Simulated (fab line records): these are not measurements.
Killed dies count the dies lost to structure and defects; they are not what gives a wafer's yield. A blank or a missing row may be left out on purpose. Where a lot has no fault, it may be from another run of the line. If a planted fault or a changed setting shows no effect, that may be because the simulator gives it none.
Which tool is to blame? -- flow sky130 -- 15 lots with 45 wafers sampled at 4 steps, on a route of 708 steps

== WHAT THE GAUGES SHOWED, per wafer ==
SKY_NWELL_RS_MEAS_31: a four-point-probe measurement.
lot,measured,on,PWDE_RS (ohm/sq)
L281,day 5 05:41,filmMetro-01,5271 5287 5292
L282,day 5 09:50,filmMetro-01,5279 5283 5261
L283,day 5 19:30,filmMetro-04,5246 5261 5266
L285,day 6 03:26,filmMetro-04,5278 5285 5266
L286,day 6 13:06,filmMetro-03,5253 5241 5236
L287,day 6 20:35,filmMetro-04,5252 5269 5263
L289,day 7 07:55,filmMetro-01,5282 5285 5275
L290,day 7 10:17,filmMetro-01,5255 5261 5256
L291,day 7 17:45,filmMetro-03,5280 5271 5296
L292,day 7 22:54,filmMetro-03,5290 5277 5295
L293,day 8 01:32,filmMetro-03,5270 5264 5279
L300,day 11 12:34,filmMetro-03,5287 5284 5278
L304,day 11 12:54,filmMetro-01,5299 5300 5315
L301,day 11 12:54,filmMetro-04,5268 5295 5290
L302,day 11 15:37,filmMetro-04,5233 5246 5244

SKY_VT_ADJUST_HVTR_TW_MEAS_11.
lot,measured,on,VT_ADJUST_HVTR_TW
L281,day 9 02:46,filmMetro-03,210.5 210.3 210.1
L282,day 9 07:34,filmMetro-03,210.5 210.3 210.8
L283,day 9 19:43,filmMetro-04,213.4 212.6 213.1
L285,day 10 05:38,filmMetro-04,210.5 212.3 211.9
L286,day 10 20:40,filmMetro-01,205.6 205.7 205.0
L287,day 11 07:21,filmMetro-03,209.4 209.4 207.9
L289,day 11 21:01,filmMetro-04,211.7 212.4 211.8
L290,day 11 22:19,filmMetro-03,209.9 209.5 209.0
L291,day 12 08:10,filmMetro-01,206.8 205.9 205.9
L292,day 12 15:05,filmMetro-04,212.5 212.0 212.2
L293,day 12 17:47,filmMetro-04,212.5 211.4 211.9
L300,day 16 22:56,filmMetro-03,207.8 209.0 208.6
L304,day 17 00:56,filmMetro-03,210.1 208.9 209.9
L301,day 16 23:15,filmMetro-01,206.6 205.9 206.5
L302,day 17 04:28,filmMetro-03,208.8 209.8 209.3

SKY_GATE_OXIDE_TW_MEAS_14.
lot,measured,on,GATE_OXIDE_TW
L281,day 13 09:50,filmMetro-03,222.9 222.6 223.3
L282,day 13 15:05,filmMetro-03,222.9 223.1 223.1
L283,day 14 03:41,filmMetro-01,218.2 218.1 217.3
L285,day 14 17:26,filmMetro-04,225.1 227.1 226.3
L286,day 15 06:33,filmMetro-03,222.7 222.1 222.3
L287,day 15 22:24,filmMetro-03,223.4 223.3 224.2
L289,day 16 12:55,filmMetro-01,217.3 218.8 218.7
L290,day 16 14:20,filmMetro-03,222.3 222.7 221.2
L291,day 17 02:42,filmMetro-01,220.6 219.0 218.1
L292,day 17 15:24,filmMetro-03,222.4 222.5 223.0
L293,day 17 15:02,filmMetro-01,219.6 220.1 219.1
L304,day 22 10:13,filmMetro-03,222.3 222.3 222.2

== TOOL THAT RAN EACH LOT (tool first, then ch and the chambers of the sampled wafers, then the start) ==
lot,SKY_SONOS_ONO_CVD_02
L281,"lpcvd-02 ch 0, day 11 04:56"
L282,"lpcvd-02 ch 0, day 11 09:08"
L283,"lpcvd-02 ch 0, day 11 20:16"
L285,"lpcvd-02 ch 0, day 12 07:47"
L286,"lpcvd-02 ch 0, day 12 22:28"
L287,"lpcvd-02 ch 1, day 13 10:36"
L289,"lpcvd-02 ch 0, day 14 02:11"
L290,"lpcvd-02 ch 0, day 14 03:14"
L291,"lpcvd-02 ch 0, day 14 13:20"
L292,"lpcvd-02 ch 0, day 15 00:25"
L293,"lpcvd-02 ch 1, day 15 00:25"
L300,"lpcvd-02 ch 0, day 19 13:34"
L304,"lpcvd-02 ch 0, day 19 16:26"
L301,"lpcvd-02 ch 1, day 19 13:34"
L302,"lpcvd-02 ch 1, day 19 20:21"
- SKY_SONOS_ONO_CVD_02: deposits Si3N4 from DCS/NH3, target thk 10.5 nm, time 180 s.

== AS READ BY THE TOOLS THEMSELVES (means over the sampled wafers that have a number; for cases with no such wafer, the mark the record gives instead) ==
SKY_SONOS_ONO_CVD_02.
lot,tool,pressureMtorr (mTorr),spikeTcBottomC (C),spikeTcTopC (C),zonePowerBottomPct (%),zonePowerCentrePct (%)
L281,lpcvd-02,250.2,785.3,780.5,20.7,14.7
L282,lpcvd-02,249.4,784.6,780.9,20.9,14.6
L283,lpcvd-02,249.8,785.3,781.1,20.5,14.7
L285,lpcvd-02,249.6,785.8,780.4,20.6,14.7
L286,lpcvd-02,250.4,785.5,780.9,20.6,14.7
L287,lpcvd-02,250.0,791.4,779.7,21.6,12.4
L289,lpcvd-02,249.4,785.7,780.3,20.5,14.7
L290,lpcvd-02,249.6,786.1,781.4,20.9,14.8
L291,lpcvd-02,250.6,785.8,782.0,20.8,14.7
L292,lpcvd-02,250.1,784.7,780.8,20.8,14.7
L293,lpcvd-02,250.0,790.8,779.9,21.6,12.3
L300,lpcvd-02,-,-,-,-,-
L304,lpcvd-02,249.0,783.7,782.1,20.7,14.6
L301,lpcvd-02,-,-,-,-,-
L302,lpcvd-02,-,-,-,-,-

== THE ANSWER, worked out from the rows above alone ==
Rule: usual is defined by the lots themselves. Put in order of their means at a reading, lots are off if they are a third of the lots or fewer, leave a main group of 4 or more, and stand apart from it by a gap of 3 or more times the standard deviation of the main group's means; of several such gaps the widest counts. The tables above print the reading to a certain number of digits; a main group whose means all agree to those digits is not used. A lot without any number at a reading at which 4 lots or more have one is off too. Where the step has rows for the other lots, those lots are counted as sound. First the gauges in route order, then the tools' own readings, where a lot's mean is used as printed above. The first step at which some lot is off is used, and at that step the reading that is off furthest; a lot without a number counts as furthest.
Off at SKY_SONOS_ONO_CVD_02 (pressureMtorr): L300, L301, L302. Without a number there: L300, L301, L302. For the main group the mean is 249.8 mTorr and the standard deviation 0.44.
If a tool, at that step or one of the process steps before it, ran each lot that is off and ran no sound lot following the first of them, it fits. Not one of the candidates tried fits.

== WHAT HAD BEEN PUT IN BY THE SIMULATOR ==
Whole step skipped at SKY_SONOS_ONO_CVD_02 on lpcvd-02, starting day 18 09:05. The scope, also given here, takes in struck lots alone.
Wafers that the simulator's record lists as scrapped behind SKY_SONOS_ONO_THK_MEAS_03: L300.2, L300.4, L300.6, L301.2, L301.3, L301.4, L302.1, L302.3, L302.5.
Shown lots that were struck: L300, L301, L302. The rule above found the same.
